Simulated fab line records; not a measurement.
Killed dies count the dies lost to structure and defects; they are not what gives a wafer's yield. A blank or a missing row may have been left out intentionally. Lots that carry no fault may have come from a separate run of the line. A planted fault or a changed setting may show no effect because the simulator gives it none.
Which tool did it? | flow sfq line | at 1 step of a route of 325, 14 lots with 40 wafers sampled

== WHAT THE GAUGES SHOWED, per wafer ==
The record lacks any reading of a measuring or inspecting step that a usual standard deviation could be used to judge.

== EACH LOT AND THE TOOL THAT RAN IT (in order: tool; ch and the chambers of the sampled wafers; start) ==
lot  | SFQ_TRILAYER_R5_BARC_OPEN_METAL_ETCH_177
L459 | rie metal-01 ch 0,1, day 58 08:25
L460 | rie metal-04 ch 0,1, day 58 13:13
L461 | rie metal-03 ch 0,1, day 58 14:25
L462 | rie metal-03 ch 0,1, day 58 19:13
L463 | rie metal-03 ch 0,1, day 58 21:37
L464 | rie metal-03 ch 0,1, day 59 19:38
L465 | rie metal-03 ch 0,1, day 66 10:44
L466 | rie metal-04 ch 0,1, day 66 17:56
L467 | rie metal-04 ch 0, day 67 03:40
L468 | rie metal-01 ch 0,1, day 67 15:41
L469 | rie metal-01 ch 0,1, day 67 20:28
L476 | rie metal-04 ch 0,1, day 69 13:16
L478 | rie metal-04 ch 0,1, day 70 03:41
L479 | rie metal-03 ch 0,1, day 70 14:22
- SFQ_TRILAYER_R5_BARC_OPEN_METAL_ETCH_177: etches BARC in O2, target depth 125 nm, time 41.7 s.

== WHAT THE TOOLS THEMSELVES READ (means of the sampled wafers that have a number; where no wafer has one, the mark that the record gives instead) ==
SFQ_TRILAYER_R5_BARC_OPEN_METAL_ETCH_177. Usual: drypump motor current A 5.6 A, standard deviation 0.41; oes product au 0.685 a.u., standard deviation 0.0049; rf fwd power W 593.7 W, standard deviation 2.2; run length s 69.5 s, standard deviation 0.37.
lot  | tool         | drypump motor current A (A) | oes product au (a.u.) | rf fwd power W (W) | run length s (s) | flag
L459 | rie metal-01 | 5.4                         | 0.687                 | 594.1              | 69.8             |
L460 | rie metal-04 | 5.6                         | 0.684                 | 592.1              | 69.5             |
L461 | rie metal-03 | 5.6                         | 0.683                 | 594.5              | 69.8             |
L462 | rie metal-03 | 5.6                         | 0.686                 | 593.7              | 69.9             |
L463 | rie metal-03 | 5.3                         | 0.682                 | 594.4              | 69.7             |
L464 | rie metal-03 | 5.6                         | 0.685                 | 594.5              | 69.7             |
L465 | rie metal-03 | 5.6                         | 0.685                 | 594.6              | 70.0             |
L466 | rie metal-04 | 5.6                         | 0.686                 | 593.9              | 69.3             |
L467 | rie metal-04 | 6.2                         | 0.692                 | 592.1              | 69.0             |
L468 | rie metal-01 | 5.6                         | 0.688                 | 596.3              | 69.4             |
L469 | rie metal-01 | 5.4                         | 0.682                 | 594.9              | 69.6             |
L476 | rie metal-04 | 5.8                         | 0.634                 | 594.2              | 78.8             | OFF
L478 | rie metal-04 | 5.8                         | 0.660                 | 590.8              | 74.0             | OFF
L479 | rie metal-03 | 5.3                         | 0.683                 | 595.2              | 69.7             |

== THE ANSWER, worked out from the rows above alone ==
Rule: lot off if the mean of its wafers having a number is beyond 3 standard deviations from the usual mean. Also off: a lot with no number at a reading for which 4 or more lots have one. Any other lot the step has rows for is counted as sound. The gauges are gone through in route order, then the tools' own readings, and for those a lot's mean is taken as printed above. The first step at which some lot is off is used, and at that step the reading that is off furthest; a lot without a number counts as furthest.
Off at SFQ_TRILAYER_R5_BARC_OPEN_METAL_ETCH_177 (run length s): L476, L478.
A tool fits if, at that step or a process step before it, it ran every lot that is off, and no sound lot after the first of them. One candidate fits, namely rie metal-04 at SFQ_TRILAYER_R5_BARC_OPEN_METAL_ETCH_177. Its last sound lot is L467 (day 67 03:40), its first lot that is off L476 (day 69 13:16): a fault that began between those two fits.
The tool's own readings at SFQ_TRILAYER_R5_BARC_OPEN_METAL_ETCH_177 bear it out: on the lots that are off they differ by more than 5 times the standard deviation of the sound lots' means. oes product au reads 0.647 a.u. there against 0.685 a.u. on the sound lots; run length s reads 76.4 s there against 69.6 s on the sound lots.

== WHAT THE SIMULATOR PUT IN ==
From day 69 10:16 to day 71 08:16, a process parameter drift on rie metal-04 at SFQ_TRILAYER_R5_BARC_OPEN_METAL_ETCH_177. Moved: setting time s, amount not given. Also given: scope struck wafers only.
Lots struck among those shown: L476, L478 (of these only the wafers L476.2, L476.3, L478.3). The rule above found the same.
